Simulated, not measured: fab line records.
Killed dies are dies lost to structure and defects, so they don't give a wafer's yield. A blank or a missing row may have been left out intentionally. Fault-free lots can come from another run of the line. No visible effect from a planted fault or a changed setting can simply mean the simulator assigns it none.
Tool commonality check    flow gf180mcu    12 lots, 36 wafers sampled

== WHY THIS WAS OPENED ==
2 of 12 lots carry a flag on the reading HV_LDD_RS at GF_HV_LDD_RS_MEAS_53. Wafers without a fault read 418.3 ohm/sq, standard deviation 0.8.
Rule: a lot is flagged when every wafer of it that has a number lies more than 4 standard deviations from that mean, or none has a number. As for the other lots, they are considered sound.

lot   measured      on             HV_LDD_RS (ohm/sq), wafer by wafer  flag
L201  day 12 21:48  film-metro-04  418.5 419.6 418.3                   
L202  day 13 06:11  film-metro-04  417.7 417.2 418.6                   
L203  day 13 19:50  film-metro-03  419.0 418.4 419.2                   
L204  day 13 23:25  film-metro-04  419.7 418.5 419.4                   
L205  day 14 03:50  film-metro-04  417.6 418.0 419.0                   
L208  day 15 02:35  film-metro-04  417.8 417.6 417.6                   
L209  day 15 08:27  film-metro-03  417.3 419.0 417.9                   
L210  day 15 21:07  film-metro-03  416.4 417.0 416.3                   
L211  day 16 02:17  film-metro-04  417.9 417.8 417.8                   
L214  day 17 01:10  film-metro-03  417.8 417.0 418.7                   
L221  day 19 18:29  film-metro-03  422.8 422.6 422.4                   FLAGGED
L223  day 20 04:23  film-metro-03  423.1 422.7 423.1                   FLAGGED
On average the flagged lots' numbers are 422.8 ohm/sq, which is +4.5 ohm/sq against the usual, or +6 standard deviations.

== WHICH TOOL EACH LOT WENT THROUGH ==
2 process steps preceding the reading are held in the record, out of 602 steps in the route. Cell contents, in order: the tool; ch with the chambers the sampled wafers went through; the start.
lot   flag     GF_DUAL_GATE_STRIP_13                 GF_HV_LDD_IMPLANT_35
L201           plasma-asher-01 ch 0,1, day 8 19:58   implanter-03 ch 0, day 12 01:43
L202           plasma-asher-01 ch 0,1, day 9 00:28   implanter-03 ch 0, day 12 09:09
L203           plasma-asher-01 ch 0,1, day 9 15:29   implanter-03 ch 0, day 12 23:07
L204           plasma-asher-01 ch 0,1, day 9 16:08   implanter-01 ch 0, day 13 02:17
L205           plasma-asher-01 ch 0,1, day 9 21:06   implanter-03 ch 0, day 13 06:43
L208           plasma-asher-04 ch 0,1, day 10 17:09  implanter-04 ch 0, day 14 04:37
L209           plasma-asher-04 ch 0,1, day 10 21:22  implanter-01 ch 0, day 14 10:37
L210           plasma-asher-01 ch 0,1, day 11 08:22  implanter-01 ch 0, day 14 22:35
L211           plasma-asher-01 ch 0,1, day 11 12:11  implanter-04 ch 0, day 15 03:29
L214           plasma-asher-01 ch 0,1, day 12 08:31  implanter-01 ch 0, day 16 02:11
L221  FLAGGED  plasma-asher-04 ch 0,1, day 14 13:05  implanter-01 ch 0, day 18 17:08
L223  FLAGGED  plasma-asher-03 ch 0,1, day 15 02:09  implanter-01 ch 0, day 19 02:41
What is done by these steps:
- GF_DUAL_GATE_STRIP_13: strips in O2/N2.
- GF_HV_LDD_IMPLANT_35
- GF_HV_LDD_RS_MEAS_53: measures by four-point-probe.

== FLAGGED OVER TOTAL, TOOL BY TOOL (the gauges that took the reading come last) ==
step                   tool             lots run  flagged  share of the flagged lots  sound lots run after its first flagged lot
GF_DUAL_GATE_STRIP_13  plasma-asher-01  8         0        none                       -
GF_DUAL_GATE_STRIP_13  plasma-asher-03  1         1        some                       0
GF_DUAL_GATE_STRIP_13  plasma-asher-04  3         1        some                       0
GF_HV_LDD_IMPLANT_35   implanter-01     6         2        all                        0
GF_HV_LDD_IMPLANT_35   implanter-03     4         0        none                       -
GF_HV_LDD_IMPLANT_35   implanter-04     2         0        none                       -
GF_HV_LDD_RS_MEAS_53   film-metro-03    6         2        all                        0
GF_HV_LDD_RS_MEAS_53   film-metro-04    6         0        none                       -

== WHAT THE TABLE ALLOWS ==
implanter-01 at GF_HV_LDD_IMPLANT_35 and film-metro-03 at GF_HV_LDD_RS_MEAS_53 are the 2 rows of the table that ran each flagged lot.
- implanter-01 at GF_HV_LDD_IMPLANT_35: 2 of its 6 lots flagged. It ran its last sound lot, L214, at day 16 02:11 and its first flagged lot, L221, at day 18 17:08: a fault with its onset between the two fits. Its own readings (dose-ions-cm2, faraday-current-uA) fall more than 4 standard deviations out on all wafers of the flagged lots.
- film-metro-03 at GF_HV_LDD_RS_MEAS_53: 2 of its 6 lots flagged. It ran its last sound lot, L214, at day 17 01:10 and its first flagged lot, L221, at day 19 18:29: a fault with its onset between the two fits.
Because each of these 2 tools fits a fault that began at some hour, counting lots does not separate them. More lots, or a look at what each step does to the wafer, might.

== WHAT THE SIMULATOR HAD INSERTED ==
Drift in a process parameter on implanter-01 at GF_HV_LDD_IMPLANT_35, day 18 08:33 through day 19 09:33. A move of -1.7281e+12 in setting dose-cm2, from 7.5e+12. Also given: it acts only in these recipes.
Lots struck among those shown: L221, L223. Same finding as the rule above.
